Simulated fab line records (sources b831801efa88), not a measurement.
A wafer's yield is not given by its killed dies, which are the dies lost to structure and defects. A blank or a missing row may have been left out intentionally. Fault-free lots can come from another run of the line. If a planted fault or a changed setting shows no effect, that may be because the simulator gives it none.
Which of the tools did it? | flow sky130 | Sampling: 12 lots, 36 wafers, 2 of 708 route steps

## WHAT EACH GAUGE READ, for each wafer
SKY_VIA3_OVL_MEAS_13.
lot  | measured     | on         | VIA3_OVL (nm)
L075 | day 40 11:34 | overlay-02 | 4 3 10
L077 | day 40 13:15 | overlay-01 | 1 2 -1
L079 | day 41 06:11 | overlay-02 | 2 0 8
L081 | day 41 21:44 | overlay-02 | 10 10 2
L083 | day 42 12:44 | overlay-01 | -2 3 0
L085 | day 42 20:10 | overlay-01 | 1 -4 -1
L087 | day 43 15:07 | overlay-02 | 0 4 6
L089 | day 44 01:57 | overlay-02 | 13 9 4
L093 | day 45 15:40 | overlay-02 | -1 3 -2
L091 | day 45 17:55 | overlay-02 | 8 6 -7
L092 | day 45 20:58 | overlay-02 | 1 2 2
L097 | day 46 01:44 | overlay-01 | 5 5 10

## WHAT TOOL EACH LOT RAN ON (gives the tool, then ch and the chambers of the sampled wafers, and finally the start)
lot  | SKY_METAL3_STRIP_19
L075 | plasma_asher-01 ch 0,1, day 39 09:18
L077 | plasma_asher-01 ch 0,1, day 39 10:57
L079 | plasma_asher-03 ch 1, day 40 04:23
L081 | plasma_asher-04 ch 0, day 40 20:07
L083 | plasma_asher-03 ch 0,1, day 41 10:41
L085 | plasma_asher-04 ch 0,1, day 41 18:39
L087 | plasma_asher-03 ch 0, day 42 14:44
L089 | plasma_asher-04 ch 0,1, day 43 02:35
L093 | plasma_asher-01 ch 0,1, day 44 16:58
L091 | plasma_asher-04 ch 0,1, day 44 19:09
L092 | plasma_asher-04 ch 0,1, day 44 22:19
L097 | plasma_asher-01 ch 0,1, day 45 03:24
- SKY_METAL3_STRIP_19: strips in O2/N2.

## THE ANSWER, worked out from the rows above alone
Rule: usual is defined by the lots themselves. The widest of any qualifying gaps counts: lots, ordered by their means at a reading, are off when they make up no more than a third of the lots, leave a main group of 4 or more, and stand apart from it by 3 or more times the standard deviation of that group's means. Not used: any main group whose means are identical at the precision the tables above print for the reading. Also off: a lot with no number at a reading for which 4 or more lots have one. All remaining lots with rows at the step are treated as sound.
No lot is off on any of the readings shown, so nothing can be concluded from this.

## WHAT THE SIMULATOR PUT IN
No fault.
